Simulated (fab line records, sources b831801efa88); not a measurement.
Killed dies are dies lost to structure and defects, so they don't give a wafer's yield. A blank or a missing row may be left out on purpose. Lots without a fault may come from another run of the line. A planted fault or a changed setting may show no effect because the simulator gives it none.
Which tool did it? | flow sky130 | 10 lots, 30 wafers sampled, at 7 steps of a route of 708

WHAT THE GAUGES READ, wafer by wafer
SKY_VIA2_THK_MEAS_01.
lot  | measured     | on            | VIA2_HDPCVD_THK (nm)
L536 | day 34 18:28 | film_metro-01 | 1198 1168 1196
L535 | day 34 22:50 | film_metro-01 | 1195 1182 1183
L538 | day 36 07:59 | film_metro-03 | 1198 1181 1158
L544 | day 38 00:44 | film_metro-04 | 1181 1148 1174
L545 | day 38 12:20 | film_metro-04 | 1191 1194 1186
L552 | day 40 03:50 | film_metro-04 | 1185 1164 1179
L556 | day 41 21:05 | film_metro-04 | 1195 1177 1202
L557 | day 41 22:01 | film_metro-04 | 1156 1168 1162
L555 | day 42 00:01 | film_metro-03 | 1181 1171 1189
L558 | day 42 04:16 | film_metro-03 | 1219 1191 1194

SKY_VIA2_RS_MEAS_22: measures by four-point-probe.
lot  | measured     | on            | VIA2_W_RS (ohm/sq)
L536 | day 35 22:02 | film_metro-03 | 0.275 0.276 0.275
L535 | day 36 02:55 | film_metro-01 | 0.276 0.274 0.273
L538 | day 37 11:12 | film_metro-03 | 0.272 0.272 0.275
L544 | day 39 02:48 | film_metro-03 | 0.267 0.268 0.267
L545 | day 39 14:16 | film_metro-04 | 0.272 0.270 0.271
L552 | day 41 05:59 | film_metro-04 | 0.279 0.276 0.277
L556 | day 42 20:50 | film_metro-04 | 0.185 0.184 0.273
L557 | day 42 22:40 | film_metro-04 | 0.274 0.274 0.182
L555 | day 43 00:49 | film_metro-03 | 0.275 0.273 0.279
L558 | day 43 04:53 | film_metro-03 | 0.275 0.273 0.274

SKY_VIA2_THK_MEAS_23: measures by xrf.
lot  | measured     | on            | VIA2_W_THK (nm)
L536 | day 35 22:08 | film_metro-03 | 408 405 407
L535 | day 36 03:02 | film_metro-01 | 404 406 410
L538 | day 37 11:19 | film_metro-03 | 408 408 406
L544 | day 39 02:55 | film_metro-03 | 425 420 426
L545 | day 39 14:22 | film_metro-04 | 413 416 410
L552 | day 41 06:07 | film_metro-04 | 404 413 409
L556 | day 42 20:56 | film_metro-04 | - - 415
L557 | day 42 22:47 | film_metro-04 | 414 410 -
L555 | day 43 00:56 | film_metro-03 | 403 402 399
L558 | day 43 05:00 | film_metro-03 | 402 401 404

SKY_CAPM_RS_MEAS_03: measures by four-point-probe.
lot  | measured     | on            | CAPM_TIN_RS (ohm/sq)
L536 | day 35 22:52 | film_metro-03 | 6.94 6.86 6.88
L535 | day 36 03:49 | film_metro-03 | 6.91 6.94 6.98
L538 | day 37 12:01 | film_metro-03 | 6.87 7.01 7.07
L544 | day 39 03:38 | film_metro-02 | 6.69 6.76 6.73
L545 | day 39 15:05 | film_metro-03 | 6.85 6.83 6.88
L552 | day 41 06:49 | film_metro-02 | 6.82 6.75 6.84
L556 | day 42 21:40 | film_metro-04 | 6.77 6.74 6.78
L557 | day 42 23:29 | film_metro-02 | 6.94 6.99 7.01
L555 | day 43 01:38 | film_metro-03 | 6.90 6.93 6.83
L558 | day 43 05:43 | film_metro-02 | 7.01 6.93 6.99

WHICH TOOL RAN EACH LOT (tool, then ch and the chambers of the sampled wafers, then the start)
lot  | SKY_VIA2_ETCH_14                   | SKY_VIA2_CVD_21               | SKY_VIA2_CMP_24
L536 | rie_diel-04 ch 1,2, day 35 21:07   | cvd_w-01 ch 0,1, day 35 21:53 | cmp-02 ch 0,1,2, day 35 22:11
L535 | rie_diel-04 ch 0,2,3, day 36 02:01 | cvd_w-01 ch 0,1, day 36 02:46 | cmp-01 ch 0,1,2, day 36 03:16
L538 | rie_diel-04 ch 0,1,3, day 37 10:11 | cvd_w-02 ch 1, day 37 10:56   | cmp-01 ch 1,2,3, day 37 11:23
L544 | rie_diel-04 ch 0,1,2, day 39 01:55 | cvd_w-02 ch 1, day 39 02:40   | cmp-01 ch 0,1,2, day 39 02:59
L545 | rie_diel-01 ch 0,1, day 39 13:19   | cvd_w-01 ch 0, day 39 14:07   | cmp-02 ch 1,3, day 39 14:25
L552 | rie_diel-01 ch 0,1,2, day 41 05:04 | cvd_w-01 ch 0,1, day 41 05:52 | cmp-01 ch 0,2, day 41 06:10
L556 | rie_diel-03 ch 1,2,3, day 42 19:56 | cvd_w-01 ch 0,1, day 42 20:41 | cmp-01 ch 0,1, day 42 21:02
L557 | rie_diel-04 ch 0,1,2, day 42 21:46 | cvd_w-01 ch 0,1, day 42 22:32 | cmp-01 ch 0,2, day 42 22:50
L555 | rie_diel-03 ch 2,3, day 42 23:56   | cvd_w-02 ch 0,1, day 43 00:41 | cmp-01 ch 0,2, day 43 01:03
L558 | rie_diel-03 ch 2,3, day 43 03:49   | cvd_w-02 ch 1, day 43 04:39   | cmp-01 ch 0,1,3, day 43 05:09
- SKY_VIA2_ETCH_14: etches BARC in N2/H2, stops on SiO2, time 45.9 s, target depth 60 nm.
- SKY_VIA2_CVD_21: deposits W, target thk 420 nm, time 126.4 s.
- SKY_VIA2_CMP_24: polishes, stops on SiO2, t overpolish 20 s, target thk 0 nm.

WHAT THE TOOLS THEMSELVES READ (means of the sampled wafers that have a number; where no wafer has one, the mark that the record gives instead)
SKY_VIA2_ETCH_14.
lot  | tool        | chamber_pressure_mTorr (mTorr) | drypump_motor_current_A (A) | oes_product_au (a.u.) | rf_fwd_power_W (W) | throttle_valve_pct (%)
L536 | rie_diel-04 | 30.018                         | 5.3                         | 0.855                 | 495.3              | 13.245
L535 | rie_diel-04 | 30.009                         | 5.5                         | 0.857                 | 494.9              | 13.232
L538 | rie_diel-04 | 30.011                         | 5.5                         | 0.851                 | 497.2              | 13.232
L544 | rie_diel-04 | 29.976                         | 5.5                         | 0.859                 | 495.6              | 13.227
L545 | rie_diel-01 | 30.014                         | 5.3                         | 0.855                 | 494.0              | 13.228
L552 | rie_diel-01 | 30.002                         | 5.4                         | 0.851                 | 495.0              | 13.221
L556 | rie_diel-03 | 30.005                         | 5.4                         | 0.854                 | 493.2              | 13.217
L557 | rie_diel-04 | 29.986                         | 5.5                         | 0.855                 | 494.4              | 13.219
L555 | rie_diel-03 | 29.982                         | 5.4                         | 0.856                 | 494.2              | 13.240
L558 | rie_diel-03 | 30.007                         | 5.4                         | 0.856                 | 493.9              | 13.229

SKY_VIA2_CVD_21.
lot  | tool     | heater_power_w (W) | susceptor_temp_C (C)
L536 | cvd_w-01 | 1003               | 399.84
L535 | cvd_w-01 | 1013               | 399.90
L538 | cvd_w-02 | 721                | 400.02
L544 | cvd_w-02 | 729                | 400.09
L545 | cvd_w-01 | 1032               | 399.98
L552 | cvd_w-01 | 954                | 400.07
L556 | cvd_w-01 | 951                | 399.98
L557 | cvd_w-01 | 867                | 399.91
L555 | cvd_w-02 | 814                | 400.08
L558 | cvd_w-02 | 729                | 399.82

SKY_VIA2_CMP_24.
lot  | tool   | motor_current_A (A) | time_to_endpoint_s (s)
L536 | cmp-02 | 9.8                 | 108
L535 | cmp-01 | 11.7                | 106
L538 | cmp-01 | 11.3                | 101
L544 | cmp-01 | 11.6                | 101
L545 | cmp-02 | 10.6                | 111
L552 | cmp-01 | 11.5                | 99
L556 | cmp-01 | 11.4                | 132
L557 | cmp-01 | 11.2                | 111
L555 | cmp-01 | 12.2                | 97
L558 | cmp-01 | 11.9                | 96

THE ANSWER, worked out from the rows above alone
Rule: what is usual is taken from the lots themselves. Put in order of their means at a reading, lots are off if they are a third of the lots or fewer, leave a main group of 4 or more, and stand apart from it by a gap of 3 or more times the standard deviation of the main group's means; of several such gaps the widest counts. A main group whose means are all the same, to the digits that the tables above print for the reading, isn't used. A lot without any number at a reading at which 4 lots or more have one is off too. The other lots that the step has rows for count as sound. The gauges are gone through in route order, then the tools' own readings, and for those a lot's mean is taken as printed above. The first step at which some lot is off is used, and at that step the reading that is off furthest; a lot without a number counts as furthest.
Off: L556, L557, at SKY_VIA2_RS_MEAS_22 (VIA2_W_RS). The main group: mean 0.274 ohm/sq, standard deviation 0.0029.
A tool fits if, at a process step before that reading, it ran every lot that is off, and no sound lot after the first of them. The gauges at SKY_VIA2_RS_MEAS_22 are tried like those tools. Can't be told from this: 2 tools fit, cvd_w-01 at SKY_VIA2_CVD_21, film_metro-04 at SKY_VIA2_RS_MEAS_22.

WHAT THE SIMULATOR HAD PUT IN
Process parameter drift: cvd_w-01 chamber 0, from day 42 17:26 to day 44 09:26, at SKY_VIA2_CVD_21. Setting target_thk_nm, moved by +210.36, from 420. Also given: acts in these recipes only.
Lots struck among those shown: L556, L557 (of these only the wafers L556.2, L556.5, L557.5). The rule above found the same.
